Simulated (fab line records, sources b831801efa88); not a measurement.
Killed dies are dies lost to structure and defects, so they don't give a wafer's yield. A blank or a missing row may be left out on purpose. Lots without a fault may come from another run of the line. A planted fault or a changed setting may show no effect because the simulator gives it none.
One fault seen from 2 desks | flow sky130 | each desk has only its own numbers; what lay behind them comes last

THE METROLOGY DESK
What the gauges read, lot by lot, whatever tool the lot ran on: means of the sampled wafers that have a number. A lot is out of limits, marked OUT, if its mean lies more than 4 standard deviations from the usual mean; the brackets give that distance.
Columns: A = cd_nm at SKY_VT_ADJUST_HVTP_CD_MEAS_07, usual 380.0 nm
lot  | first seen here | A
L248 | day 5 23:02     | 379.9
L251 | day 6 20:46     | 378.6
L253 | day 7 11:56     | 377.9
L252 | day 7 12:25     | 378.5
L254 | day 8 05:11     | 379.4
L255 | day 8 05:28     | 377.6
L256 | day 8 15:16     | 382.4
L265 | day 10 14:02    | 379.6
L267 | day 11 01:49    | 383.7
L268 | day 11 08:31    | 379.7
L270 | day 11 22:46    | 378.7
L271 | day 12 06:56    | 379.0
This desk's finding: nothing out of limits on any of the 12 lots.

THE TOOL OWNER'S DESK: litho_track-04
The tool's own readings at SKY_FIELD_ISO_DEVELOP_12 (develop time 60 s): means of the sampled wafers that have a number, for each lot that ran on this tool. A lot is out of limits, marked OUT, if its mean lies more than 4 standard deviations from the usual mean; the brackets give that distance.
Columns: A = chill_plate_temp_C at SKY_FIELD_ISO_DEVELOP_12, usual 23.01 C
lot  | first seen here | A
L252 | day 3 07:00     | 23.07
L253 | day 3 07:00     | 22.89
L255 | day 3 17:00     | 23.12
L256 | day 3 22:00     | 23.09
L268 | day 6 13:00     | 22.90
L270 | day 6 23:00     | 22.91
L271 | day 7 05:00     | 22.97
This desk's finding: nothing out of limits on any of the 7 lots.

PUT TOGETHER
The metrology desk saw nothing out of limits.
The tool owner's desk saw nothing out of limits.

WHAT THE SIMULATOR HAD PUT IN
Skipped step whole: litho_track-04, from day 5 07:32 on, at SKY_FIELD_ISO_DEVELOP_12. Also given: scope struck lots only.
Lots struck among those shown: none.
